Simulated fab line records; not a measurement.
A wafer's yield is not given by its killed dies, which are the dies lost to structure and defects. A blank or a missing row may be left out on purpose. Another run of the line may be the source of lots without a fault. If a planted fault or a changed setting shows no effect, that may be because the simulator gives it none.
Struck lot and sound lot, side by side / flow sky130 / 32 steps out of a route of 708
Sound: the wafers L472.4, L472.5, L472.6. Struck: wafer L479.2. (L479.3, L479.5 of the same lot were not struck and are left out.) The cause comes at the end.
Per side, at each step with rows, come the tool, then ch with its chambers, and then its first start. Under that, the readings that differ: sound wafers / struck wafers / difference of the means / sigmas: that difference in standard deviations of wafers without a fault.
alike: a reading whose means differ by less than 2 such deviations, as well as words and numbers matching on both sides. not compared: withheld readings; readings where some wafer has no value; bounds like >300 that might hide an equal value; numbers whose values overlap and for which the record gives no deviation.
A row with sigmas, a row that says differs or no value, or rows on one side alone: a step with any of these is where the two part. When numbers do not overlap yet have no deviation, they are printed without sigmas and do not part them. Lack of a reading on every wafer of one side parts them only where that side has two or more wafers.

first, 5 steps without rows for these wafers: SKY_CONTACT_STRIP_20 (strips in post etch residue remover, time 1200 s); SKY_CONTACT_CLEAN_21 (cleans in IPA, time 180 s); SKY_CONTACT_CLEAN_22 (cleans in O3/DIW); SKY_CONTACT_SPUTTER_23 (material TiN, target thk 20 nm, time 80 s); SKY_CONTACT_CVD_24 (deposits W, target thk 340 nm, time 102.12 s).
SKY_CONTACT_RS_MEAS_25: uses a four-point probe to measure.
  struck on filmMetro-03, day 34 09:28; sound on filmMetro-02, day 32 09:22
  alike: CONTACT_W_RS
SKY_CONTACT_THK_MEAS_26: measures by xrf.
  struck on filmMetro-03, day 34 09:35; sound on filmMetro-02, day 32 09:27
reading=CONTACT_W_THK (nm); sound=330 333 329; struck=340; difference=+9; sigmas=+2
then, 1 step without rows for these wafers: SKY_CONTACT_CMP_27 (polishes, stops on SiO2, t overpolish 15 s, target thk 0 nm).
SKY_METAL1_SPUTTER_00: material Ti, target thk 15 nm, time 10 s.
  struck on pvdSputter-04, day 34 09:56; sound on pvdSputter-03, day 32 09:47
  alike: throttleValvePct
then, 1 step without rows for these wafers: SKY_METAL1_SPUTTER_01 (material TiN, target thk 20 nm, time 16.7 s).
SKY_METAL1_SPUTTER_02: material AlCu, target thk 250 nm, time 13.3 s.
  struck on pvdSputter-04, day 34 09:59; sound on pvdSputter-03, day 32 09:50
  alike: throttleValvePct
SKY_METAL1_SPUTTER_03: material Ti, target thk 5 nm, time 3.3 s.
  struck on pvdSputter-04, day 34 10:01; sound on pvdSputter-03, day 32 09:51
  alike: throttleValvePct
SKY_METAL1_SPUTTER_04: material TiN, target thk 70 nm, time 58.3 s.
  struck on pvdSputter-04, day 34 10:01; sound on pvdSputter-03, day 32 09:52
reading=model.TiN_of_METAL1_SPUTTER_04.thkNm (nm); sound=69.33 69.81 69.34; struck=92.69; difference=+23.20; sigmas=
  alike: throttleValvePct
SKY_METAL1_RS_MEAS_05: uses a four-point probe to measure.
  struck on filmMetro-03, day 34 10:05; sound on filmMetro-03, day 32 09:59
  alike: METAL1_ALCU_RS
SKY_METAL1_THK_MEAS_06: measures by xrf.
  struck on filmMetro-03, day 34 10:12; sound on filmMetro-03, day 32 10:04
reading=METAL1_ALCU_THK (nm); sound=249.8 247.1 248.4; struck=240.0; difference=-8.4; sigmas=-3
then, 8 steps without rows for these wafers: SKY_METAL1_DEHYDRATE_07 (time 60 s); SKY_METAL1_HMDS_08 (prime time 60 s); SKY_METAL1_COAT_09 (resist thk 60 nm); SKY_METAL1_COAT_10 (resist thk 450 nm); SKY_METAL1_SOFTBAKE_11 (time 90 s); SKY_METAL1_EXPOSE_12 (exposes mask MM1, target cd 140 nm); SKY_METAL1_PEB_13; SKY_METAL1_DEVELOP_14 (develop time 60 s).
SKY_METAL1_CD_MEAS_15: the cd target is 140 nm.
  struck on cdSem-02, day 35 12:11; sound on cdSem-02, day 33 12:07
reading=cdNm (nm); sound=141.5 141.9 141.4; struck=138.4; difference=-3.2; sigmas=-2
SKY_METAL1_OVL_MEAS_16:
  struck on overlay-01, day 35 12:17; sound on overlay-02, day 33 12:11
  alike: METAL1_OVL
then, 1 step without rows for these wafers: SKY_METAL1_DESCUM_17 (chemistry O2, time 8 s).
SKY_METAL1_ETCH_18: etches BARC in N2/H2, stops on SiO2, time 45.9 s, target depth 60 nm.
  sound on rieMetal-04 ch 0,1, day 33 12:16; struck on rieMetal-04 ch 1, day 35 12:22
reading=rfHoursCounterH (h); sound=- - -; struck=7; difference=no value on the sound wafers; sigmas=
  alike: drypumpMotorCurrentA, oesProductAu, throttleValvePct
then, 1 step without rows for these wafers: SKY_METAL1_METAL_ETCH_19 (etches the open film in Cl2/BCl3, stops on SiO2, target depth 360 nm, time 78 s).
SKY_METAL1_STRIP_20: strips in O2/N2.
  sound on plasmaAsher-01 ch 0,1, day 33 12:26; struck on plasmaAsher-03 ch 1, day 35 12:34
reading=rfHoursCounterH (h); sound=- - -; struck=8; difference=no value on the sound wafers; sigmas=
  alike: drypumpMotorCurrentA, oesProductAu, stripTimeToEndpointS
SKY_METAL1_STRIP_21: strips in post etch residue remover, time 1200 s.
  sound on wetBench-03 ch 1, day 33 12:30; struck on wetBench-04 ch 3, day 35 12:40
reading=model.TiN_of_METAL1_SPUTTER_04.thkNm (nm); sound=68.91 69.39 68.92; struck=92.27; difference=+23.20; sigmas=
  alike: bathGuardTempC
then, 1 step without rows for these wafers: SKY_METAL1_CLEAN_22 (cleans in IPA, time 180 s).
-- the record jumps here: 12 days lie between the struck wafers' starts before and after (it left off in module METAL1 and takes up again in module PAD_OPEN, whose first step shown is number 708 of the route) --
SKY_PAD_OPEN_PROBE_99:
  struck on prober-01, day 47 21:41; sound on prober-02, day 46 06:07
reading=model.etest.via1Chain.rcOhm; sound=16.31 16.6 16.13; struck=17.9; difference=+1.6; sigmas=
  alike: defectLimitedYield, killed_at_M0_to_M3, killed_at_M4_up, killedAtContacts, killedAtFrontEnd, killedAtOther, killedDies, killedOpen, killedShort, sort_bin_3_pad_short, sort_bin_5_function, sort_bin_6_memory, sortNPass, sortYieldPct

WHERE THEY PART
At SKY_CONTACT_THK_MEAS_26 first; at SKY_METAL1_STRIP_20 last (within this record only). Later steps at which nothing parts them and some readings are alike: SKY_METAL1_STRIP_21, SKY_PAD_OPEN_PROBE_99.

WHY: what the simulator had put in
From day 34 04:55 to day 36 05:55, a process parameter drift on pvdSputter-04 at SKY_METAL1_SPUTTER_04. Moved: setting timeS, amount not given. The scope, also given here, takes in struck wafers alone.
